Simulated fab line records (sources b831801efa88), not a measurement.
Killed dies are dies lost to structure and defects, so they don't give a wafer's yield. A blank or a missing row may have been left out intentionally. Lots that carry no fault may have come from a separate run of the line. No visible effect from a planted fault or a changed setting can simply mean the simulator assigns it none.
Which tool did it? || flow sky130 || 13 lots with 39 wafers sampled at 5 steps, on a route of 708 steps

## WHAT THE GAUGES READ, wafer by wafer
SKY_VIA1_CD_MEAS_12: target cd 150 nm. Usual: cd-nm at 149.0 nm, with a standard deviation of 1.8.
{"lot": "L796", "measured": "day 34 02:33", "on": "cd-sem-01", "cd-nm (nm)": "149.4 147.6 147.7", "flag": ""}
{"lot": "L797", "measured": "day 34 08:33", "on": "cd-sem-02", "cd-nm (nm)": "149.6 146.3 148.9", "flag": ""}
{"lot": "L798", "measured": "day 34 15:01", "on": "cd-sem-01", "cd-nm (nm)": "148.9 149.1 148.6", "flag": ""}
{"lot": "L799", "measured": "day 34 21:21", "on": "cd-sem-02", "cd-nm (nm)": "151.2 149.7 152.3", "flag": ""}
{"lot": "L802", "measured": "day 36 18:56", "on": "cd-sem-01", "cd-nm (nm)": "148.7 148.7 147.1", "flag": ""}
{"lot": "L803", "measured": "day 36 21:20", "on": "cd-sem-02", "cd-nm (nm)": "150.4 152.5 150.2", "flag": ""}
{"lot": "L805", "measured": "day 36 23:28", "on": "cd-sem-01", "cd-nm (nm)": "147.2 148.2 147.8", "flag": ""}
{"lot": "L808", "measured": "day 38 01:19", "on": "cd-sem-01", "cd-nm (nm)": "148.3 147.7 148.0", "flag": ""}
{"lot": "L809", "measured": "day 38 17:45", "on": "cd-sem-01", "cd-nm (nm)": "149.9 149.4 147.4", "flag": ""}
{"lot": "L812", "measured": "day 40 03:42", "on": "cd-sem-02", "cd-nm (nm)": "147.5 147.7 148.1", "flag": ""}
{"lot": "L814", "measured": "day 40 15:20", "on": "cd-sem-01", "cd-nm (nm)": "148.5 148.5 148.5", "flag": ""}
{"lot": "L817", "measured": "day 41 03:51", "on": "cd-sem-02", "cd-nm (nm)": "152.3 152.8 150.6", "flag": ""}
{"lot": "L818", "measured": "day 41 23:12", "on": "cd-sem-01", "cd-nm (nm)": "150.7 151.5 149.5", "flag": ""}

SKY_VIA1_THK_MEAS_23: measures by xrf. Usual: for VIA1_W_THK the level is 268 nm and the standard deviation is 4.2.
{"lot": "L796", "measured": "day 34 03:38", "on": "film-metro-02", "VIA1_W_THK (nm)": "263 263 262", "flag": ""}
{"lot": "L797", "measured": "day 34 09:40", "on": "film-metro-03", "VIA1_W_THK (nm)": "268 269 272", "flag": ""}
{"lot": "L798", "measured": "day 34 16:08", "on": "film-metro-02", "VIA1_W_THK (nm)": "266 265 262", "flag": ""}
{"lot": "L799", "measured": "day 34 22:29", "on": "film-metro-02", "VIA1_W_THK (nm)": "267 263 262", "flag": ""}
{"lot": "L802", "measured": "day 36 20:02", "on": "film-metro-02", "VIA1_W_THK (nm)": "271 265 267", "flag": ""}
{"lot": "L803", "measured": "day 36 22:26", "on": "film-metro-02", "VIA1_W_THK (nm)": "265 265 263", "flag": ""}
{"lot": "L805", "measured": "day 37 00:35", "on": "film-metro-03", "VIA1_W_THK (nm)": "272 268 267", "flag": ""}
{"lot": "L808", "measured": "day 38 02:25", "on": "film-metro-02", "VIA1_W_THK (nm)": "264 270 266", "flag": ""}
{"lot": "L809", "measured": "day 38 18:52", "on": "film-metro-02", "VIA1_W_THK (nm)": "271 271 271", "flag": ""}
{"lot": "L812", "measured": "day 40 04:52", "on": "film-metro-04", "VIA1_W_THK (nm)": "270 269 270", "flag": ""}
{"lot": "L814", "measured": "day 40 16:29", "on": "film-metro-04", "VIA1_W_THK (nm)": "270 269 268", "flag": ""}
{"lot": "L817", "measured": "day 41 05:08", "on": "film-metro-02", "VIA1_W_THK (nm)": "268 266 267", "flag": ""}
{"lot": "L818", "measured": "day 42 00:19", "on": "film-metro-03", "VIA1_W_THK (nm)": "272 273 271", "flag": ""}

SKY_VIA2_THK_MEAS_01. Usual: for VIA2_HDPCVD_THK the level is 1184 nm and the standard deviation is 11.
{"lot": "L796", "measured": "day 35 07:14", "on": "film-metro-03", "VIA2_HDPCVD_THK (nm)": "1199 1202 1202", "flag": ""}
{"lot": "L797", "measured": "day 35 13:18", "on": "film-metro-01", "VIA2_HDPCVD_THK (nm)": "1177 1198 1184", "flag": ""}
{"lot": "L798", "measured": "day 35 20:10", "on": "film-metro-03", "VIA2_HDPCVD_THK (nm)": "1189 1190 1178", "flag": ""}
{"lot": "L799", "measured": "day 36 03:02", "on": "film-metro-04", "VIA2_HDPCVD_THK (nm)": "1182 1181 1180", "flag": ""}
{"lot": "L802", "measured": "day 37 23:04", "on": "film-metro-04", "VIA2_HDPCVD_THK (nm)": "1185 1171 1178", "flag": ""}
{"lot": "L803", "measured": "day 38 01:22", "on": "film-metro-04", "VIA2_HDPCVD_THK (nm)": "1171 1181 1180", "flag": ""}
{"lot": "L805", "measured": "day 38 03:32", "on": "film-metro-01", "VIA2_HDPCVD_THK (nm)": "1198 1197 1202", "flag": ""}
{"lot": "L808", "measured": "day 39 04:55", "on": "film-metro-04", "VIA2_HDPCVD_THK (nm)": "793 795 798", "flag": "OFF"}
{"lot": "L809", "measured": "day 39 21:51", "on": "film-metro-01", "VIA2_HDPCVD_THK (nm)": "754 780 770", "flag": "OFF"}
{"lot": "L812", "measured": "day 41 06:37", "on": "film-metro-04", "VIA2_HDPCVD_THK (nm)": "1191 1183 1185", "flag": ""}
{"lot": "L814", "measured": "day 41 17:02", "on": "film-metro-03", "VIA2_HDPCVD_THK (nm)": "1182 1181 1185", "flag": ""}
{"lot": "L817", "measured": "day 42 06:05", "on": "film-metro-04", "VIA2_HDPCVD_THK (nm)": "1185 1177 1177", "flag": ""}
{"lot": "L818", "measured": "day 43 00:41", "on": "film-metro-01", "VIA2_HDPCVD_THK (nm)": "1165 1169 1167", "flag": ""}

## WHICH TOOL RAN EACH LOT (tool, then ch and the chambers of the sampled wafers, then the start)
{"lot": "L796", "SKY_VIA1_CVD_21": "cvd-w-02 ch 0,1, day 34 03:26", "SKY_VIA2_HDPCVD_00": "hdpcvd-01 ch 0,1,2, day 35 07:05"}
{"lot": "L797", "SKY_VIA1_CVD_21": "cvd-w-02 ch 0,1, day 34 09:27", "SKY_VIA2_HDPCVD_00": "hdpcvd-02 ch 0,1,2, day 35 13:11"}
{"lot": "L798", "SKY_VIA1_CVD_21": "cvd-w-02 ch 0,1, day 34 15:56", "SKY_VIA2_HDPCVD_00": "hdpcvd-01 ch 1,2, day 35 20:03"}
{"lot": "L799", "SKY_VIA1_CVD_21": "cvd-w-01 ch 0,1, day 34 22:17", "SKY_VIA2_HDPCVD_00": "hdpcvd-02 ch 0,1,2, day 36 02:55"}
{"lot": "L802", "SKY_VIA1_CVD_21": "cvd-w-02 ch 0,1, day 36 19:50", "SKY_VIA2_HDPCVD_00": "hdpcvd-01 ch 0,1, day 37 22:57"}
{"lot": "L803", "SKY_VIA1_CVD_21": "cvd-w-01 ch 0,1, day 36 22:13", "SKY_VIA2_HDPCVD_00": "hdpcvd-01 ch 1,2, day 38 01:14"}
{"lot": "L805", "SKY_VIA1_CVD_21": "cvd-w-01 ch 0, day 37 00:22", "SKY_VIA2_HDPCVD_00": "hdpcvd-01 ch 0,2, day 38 03:25"}
{"lot": "L808", "SKY_VIA1_CVD_21": "cvd-w-01 ch 1, day 38 02:12", "SKY_VIA2_HDPCVD_00": "hdpcvd-02 ch 0,1, day 39 04:47"}
{"lot": "L809", "SKY_VIA1_CVD_21": "cvd-w-02 ch 0,1, day 38 18:39", "SKY_VIA2_HDPCVD_00": "hdpcvd-02 ch 0,2, day 39 21:44"}
{"lot": "L812", "SKY_VIA1_CVD_21": "cvd-w-02 ch 0, day 40 04:38", "SKY_VIA2_HDPCVD_00": "hdpcvd-01 ch 1,2, day 41 06:29"}
{"lot": "L814", "SKY_VIA1_CVD_21": "cvd-w-01 ch 0,1, day 40 16:15", "SKY_VIA2_HDPCVD_00": "hdpcvd-01 ch 1,2, day 41 16:53"}
{"lot": "L817", "SKY_VIA1_CVD_21": "cvd-w-02 ch 0,1, day 41 04:55", "SKY_VIA2_HDPCVD_00": "hdpcvd-01 ch 0,1, day 42 05:57"}
{"lot": "L818", "SKY_VIA1_CVD_21": "cvd-w-01 ch 0,1, day 42 00:07", "SKY_VIA2_HDPCVD_00": "hdpcvd-02 ch 0,1,2, day 43 00:34"}
- SKY_VIA1_CVD_21: deposits W, target thk 270 nm, time 80.902 s.
- SKY_VIA2_HDPCVD_00: deposits SiO2, target thk 1180 nm, time 196.7 s.

## WHAT THE TOOLS THEMSELVES READ (means of the sampled wafers that have a number; where no wafer has one, the mark that the record gives instead)
SKY_VIA1_CVD_21. Usual: heater-power-w at 755 W, with a standard deviation of 70.
{"lot": "L796", "tool": "cvd-w-02", "heater-power-w (W)": 713, "flag": ""}
{"lot": "L797", "tool": "cvd-w-02", "heater-power-w (W)": 721, "flag": ""}
{"lot": "L798", "tool": "cvd-w-02", "heater-power-w (W)": 773, "flag": ""}
{"lot": "L799", "tool": "cvd-w-01", "heater-power-w (W)": 784, "flag": ""}
{"lot": "L802", "tool": "cvd-w-02", "heater-power-w (W)": 788, "flag": ""}
{"lot": "L803", "tool": "cvd-w-01", "heater-power-w (W)": 771, "flag": ""}
{"lot": "L805", "tool": "cvd-w-01", "heater-power-w (W)": 826, "flag": ""}
{"lot": "L808", "tool": "cvd-w-01", "heater-power-w (W)": 756, "flag": ""}
{"lot": "L809", "tool": "cvd-w-02", "heater-power-w (W)": 732, "flag": ""}
{"lot": "L812", "tool": "cvd-w-02", "heater-power-w (W)": 666, "flag": ""}
{"lot": "L814", "tool": "cvd-w-01", "heater-power-w (W)": 710, "flag": ""}
{"lot": "L817", "tool": "cvd-w-02", "heater-power-w (W)": 726, "flag": ""}
{"lot": "L818", "tool": "cvd-w-01", "heater-power-w (W)": 703, "flag": ""}

## THE ANSWER, worked out from the rows above alone
Rule: a lot is off if the mean of its wafers that have a number lies more than 3 standard deviations from the usual mean. A lot without any number at a reading at which 4 lots or more have one is off too. Where the step has rows for the other lots, those lots are counted as sound. After the gauges, taken in route order, come the tools' own readings; for these a lot's mean is taken, as printed above. At the first step where some lot is off, the reading lying furthest off is the one used; lots without a number count as furthest.
Off: L808, L809, at SKY_VIA2_THK_MEAS_01 (VIA2_HDPCVD_THK).
If a tool, at a process step before that reading, ran all the lots that are off and no sound lot after the first of them, it fits. Gauges at SKY_VIA2_THK_MEAS_01: tried the same way as those tools. Not one of the candidates tried fits.

## WHAT THE SIMULATOR HAD PUT IN
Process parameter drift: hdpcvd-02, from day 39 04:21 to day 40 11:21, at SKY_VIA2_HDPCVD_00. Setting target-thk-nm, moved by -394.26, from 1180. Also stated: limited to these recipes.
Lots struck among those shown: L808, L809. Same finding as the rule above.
